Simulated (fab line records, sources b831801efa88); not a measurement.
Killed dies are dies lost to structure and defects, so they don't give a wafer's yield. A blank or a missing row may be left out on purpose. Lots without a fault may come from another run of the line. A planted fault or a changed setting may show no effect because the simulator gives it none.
fab line records | flow sky130 | part 2 of 2: steps 26 to 37 of 37
record lots=5 wafers=15 last_day=47
route steps=708 shown VIA2@520 METAL3@532 CAPM@537
lots that met no fault: from a run of the same line without faults
start_h: hours from the record's first day to the start of the lot's first wafer shown | wait_h: hours since the lot's step before | " the same as in the row above | L1.1+2: a row that stands for several wafers | - no value, or no start given | * or withheld: withheld | < > ~ a bound
route shown NAME@n: a module of which the file shows steps, and the number in the route of the first | usual: mean/standard deviation of fault-free wafers | same: alike in all rows | chamber/n: place in a boat | sites: the reading at each site | _std_site: their standard deviation | _edge_site: outer sites' mean less inner sites' | radius_mm: how far each site lies from the wafer's centre | mask NAME#n: copy n | behind: the tool/chamber that last shaped the wafer | hold: why the lot was held/for how many hours/how that ended | device: the transistor (n, p or np) that didn't switch | end of line: the same wafers' tests at the end of the route | a step without rows: its recipe alone | killed: dies lost to structure and defects at the first sort, not the wafer's yield | map: a wafer's dies, x killed, . not, _ none there
set.NAME: the setting as run; set.NAME@STEP: as run at that earlier step | model.NAME: the simulator's own value behind a step, which no gauge read
lots at some steps of the route; a table a step, a row a wafer
services: from which hour (start_h, from the record's first day; less than 0 if before it) a tool's chamber was out of use, for how many hours, and why
## steps
# step SKY_CAPM_SOFTBAKE_08
# recipe temp_c=90 time_s=60 resist=NOVOLAK
# columns lot.wafer tool chamber start_h wait_h
L076.1+2+5 litho_track-04 0 878.60 0.1
L078.2+3+6 litho_track-02 0 896.46 0.1
L080.1+2+3 litho_track-02 0 911.19 0.1
L081.4+5+6 litho_track-01 0 913.63 0.1
L083.3+4+5 litho_track-02 0 927.79 0.1
# step SKY_CAPM_EXPOSE_09
# recipe mask_id=CAPM na=0.6 source_shape=conventional sigma_outer=0.6 polarization=unpolarized target_cd_nm=1000 dose_mj=159
# columns lot.wafer tool chamber start_h wait_h mask
L076.1+2+5 iline_stepper-02 0 - - CAPM#0
L078.2+3+6 iline_stepper-01 0 - - CAPM#0
L080.1+2+3 iline_stepper-02 0 - - CAPM#0
L081.4+5+6 iline_stepper-01 0 - - CAPM#0
L083.3+4+5 iline_stepper-01 0 - - CAPM#0
# step SKY_CAPM_PEB_10
# recipe temp_c=withheld time_s=* resist=NOVOLAK
# columns lot.wafer tool chamber start_h wait_h
L076.1+2+5 litho_track-02 0 - -
L078.2+3+6 litho_track-01 0 - -
L080.1+2+3 litho_track-01 0 - -
L081.4+5+6 litho_track-01 0 - -
L083.3+4+5 litho_track-04 0 - -
# step SKY_CAPM_DEVELOP_11
# recipe resist=NOVOLAK developer=TMAH develop_time_s=60 dev_temp_c=23
# columns lot.wafer tool chamber start_h wait_h
L076.1+2+5 litho_track-02 0 892.34 0.1
L078.2+3+6 litho_track-01 0 908.53 0.1
L080.1+2+3 litho_track-01 0 923.15 0.1
L081.4+5+6 litho_track-01 0 925.08 0.1
L083.3+4+5 litho_track-04 0 940.80 0.1
# step SKY_CAPM_OVL_MEAS_12
# usual CAPM_OVL=1.0/1.4
# columns lot.wafer tool chamber start_h wait_h CAPM_OVL[nm]
L076.1 overlay-01 - 892.49 0.1 0.6
L076.2 " - " " -0.3
L076.5 " - " " -1.0
L078.2 overlay-01 - 908.66 0.1 3.1
L078.3 " - " " 2.5
L078.6 " - " " 1.3
L080.1 overlay-01 - 923.30 0.1 2.4
L080.2 " - " " 2.1
L080.3 " - " " 1.8
L081.4 overlay-01 - 925.17 0.1 0.2
L081.5 " - " " 1.1
L081.6 " - " " 0.9
L083.3 overlay-02 - 940.91 0.1 0.1
L083.4 " - " " 0.7
L083.5 " - " " 1.3
# step SKY_CAPM_METAL_ETCH_13
# recipe target_depth_nm=220 stop_on=SiO2 chemistry=Cl2/BCl3 target=TiN pressure_mtorr=10 icp_w=900 bias_w=48.5 Cl2_flow_sccm=60 bcl3_flow_sccm=30 time_s=62.9
# usual chamber_pressure_mTorr=9.999/0.01 drypump_motor_current_A=5.88/0.27 mfc_cl2_sccm=59.97/0.16 oes_product_au=0.944/0.0073 throttle_valve_pct=21.901/0.01
# columns lot.wafer tool chamber start_h wait_h chamber_pressure_mTorr drypump_motor_current_A mfc_cl2_sccm oes_product_au rf_hours_counter_h throttle_valve_pct
L076.1 rie_metal-01 0 892.52 0.0 10.003 6.27 60.01 0.937 12 21.931
L076.2 " 1 " " 9.999 5.72 59.57 0.937 16 21.888
L076.5 " 1 " " 9.976 5.70 60.00 0.936 - 21.903
L078.2 rie_metal-03 1 908.69 0.0 9.995 5.72 60.01 0.953 8 21.896
L078.3 " 1 " " 9.981 5.71 60.07 0.954 - 21.893
L078.6 " 0 " " 9.988 5.46 60.05 0.948 - 21.890
L080.1 rie_metal-01 0 923.34 0.0 10.016 6.27 59.83 0.942 15 21.898
L080.2 " 0 " " 10.001 6.27 60.24 0.939 - 21.900
L080.3 " 0 " " 9.993 6.27 59.79 0.934 - 21.922
L081.4 rie_metal-04 1 925.22 0.0 10.004 5.68 59.79 0.943 - 21.898
L081.5 " 0 " " 10.006 5.94 59.92 0.933 - 21.899
L081.6 " 1 " " 9.993 5.68 59.94 0.939 - 21.910
L083.3 rie_metal-03 0 940.96 0.0 9.992 5.49 60.00 0.951 - 21.892
L083.4 " 1 " " 10.002 5.73 60.08 0.945 - 21.920
L083.5 " 1 " " 10.008 5.73 60.23 0.933 - 21.906
# step SKY_CAPM_STRIP_14
# recipe chemistry=O2/N2 power_w=1400 pressure_mtorr=1500 platen_temp_c=withheld o2_flow_sccm=3000 n2_flow_sccm=300 overash_fraction=0.5
# usual chamber_pressure_mTorr=1500.0/1.4 drypump_motor_current_A=5.8/0.53 oes_product_au=0.711/0.0049 strip_time_to_endpoint_s=12.65/0.039
# columns lot.wafer tool chamber start_h wait_h chamber_pressure_mTorr drypump_motor_current_A oes_product_au rf_hours_counter_h strip_time_to_endpoint_s
L076.1 plasma_asher-01 0 892.60 0.1 1500.4 6.4 0.704 103 12.64
L076.2 " 1 " " 1500.1 6.3 0.717 103 12.56
L076.5 " 1 " " 1501.6 6.3 0.712 - 12.64
L078.2 plasma_asher-02 1 908.77 0.1 1499.1 4.9 0.721 78 12.66
L078.3 " 1 " " 1499.7 4.9 0.710 - 12.69
L078.6 " 1 " " 1501.2 4.9 0.717 - 12.74
L080.1 plasma_asher-03 1 923.50 0.1 1500.6 6.2 0.714 51 12.66
L080.2 " 0 " " 1498.3 5.9 0.718 51 12.67
L080.3 " 0 " " 1498.6 5.9 0.704 - 12.65
L081.4 plasma_asher-03 0 925.30 0.1 1501.2 5.9 0.721 - 12.66
L081.5 " 0 " " 1503.9 5.9 0.703 - 12.67
L081.6 " 1 " " 1498.0 6.2 0.715 - 12.64
L083.3 plasma_asher-01 0 941.05 0.1 1500.2 6.4 0.716 - 12.65
L083.4 " 1 " " 1501.5 6.3 0.704 - 12.67
L083.5 " 0 " " 1500.5 6.4 0.723 - 12.63
# step SKY_CAPM_STRIP_15
# recipe chemistry=post_etch_residue_remover time_s=1200 temp_c=72.5
# columns lot.wafer tool chamber start_h wait_h
L076.1+2+5 wet_bench-01 1 892.70 0.1
L078.2+3+6 wet_bench-03 2 908.87 0.1
L080.1+2+3 wet_bench-01 0 923.60 0.1
L081.4+5+6 wet_bench-04 3 925.37 0.0
L083.3+4+5 wet_bench-04 1 941.12 0.0
# step SKY_CAPM_CLEAN_16
# recipe chemistry=IPA time_s=180 temp_c=25
# columns lot.wafer tool chamber start_h wait_h
L076.1+2+5 wet_bench-04 1 893.07 0.0
L078.2+3+6 wet_bench-04 2 909.24 0.0
L080.1+2+3 wet_bench-01 3 923.94 0.0
L081.4+5+6 wet_bench-03 1 925.74 0.0
L083.3+4+5 wet_bench-03 2 941.49 0.0
# step SKY_CAPM_CLEAN_17
# recipe chemistry=O3/DIW dry=n2_spin
# columns lot.wafer tool chamber start_h wait_h
L076.1+2+5 wet_bench-01 2 893.13 0.0
L078.2+3+6 wet_bench-03 0 909.30 0.0
L080.1+2+3 wet_bench-01 2 924.00 0.0
L081.4+5+6 wet_bench-04 0 925.80 0.0
L083.3+4+5 wet_bench-04 2 941.55 0.0
# step SKY_METAL3_DEHYDRATE_05
# recipe temp_c=200 time_s=60
# columns lot.wafer tool chamber start_h wait_h
L076.1+2+5 litho_track-01 0 903.95 10.7
L078.2+3+6 litho_track-02 0 921.11 11.7
L080.1+2+3 litho_track-02 0 935.74 11.6
L081.4+5+6 litho_track-01 0 938.73 12.8
L083.3+4+5 litho_track-02 0 952.39 10.7
# step SKY_METAL3_HMDS_06
# recipe prime_time_s=60 prime_temp_c=120
# columns lot.wafer tool chamber start_h wait_h
L076.1+2+5 litho_track-01 0 904.10 0.1
L078.2+3+6 litho_track-02 0 921.26 0.1
L080.1+2+3 litho_track-02 0 935.89 0.1
L081.4+5+6 litho_track-01 0 938.88 0.1
L083.3+4+5 litho_track-02 0 952.54 0.1
## services
# columns tool chamber start_h hours kind
rie_diel-03 - 842.53 0.2 repair
plasma_asher-01 - 854.75 1.1 repair
cmp-02 - 856.23 3.2 pm
rie_diel-03 3 859.75 11.6 repair
rie_diel-02 1 860.61 5.5 repair
plasma_asher-04 - 869.57 28.1 pm
rie_metal-01 - 873.87 0.2 repair
iline_stepper-02 - 882.77 1.7 pm
pecvd-03 - 884.15 0.5 repair
pvd_sputter-01 - 888.00 1.1 repair
cmp-02 - 903.01 2.6 repair
rie_diel-03 0 903.62 5.7 repair
cvd_w-01 - 904.00 14.0 pm
iline_stepper-01 - 908.76 1.7 repair
plasma_asher-03 - 911.29 0.5 repair
pvd_sputter-04 - 911.49 1.2 repair
cmp-02 - 912.00 4.0 pm
pvd_sputter-04 - 918.46 2.5 repair
rie_diel-03 3 925.51 4.9 repair
rie_diel-03 2 925.74 4.4 repair
cmp-02 - 932.15 3.4 repair
iline_stepper-01 - 939.02 1.7 pm
rie_diel-03 3 948.16 7.0 repair
rie_diel-03 - 952.17 8.2 repair
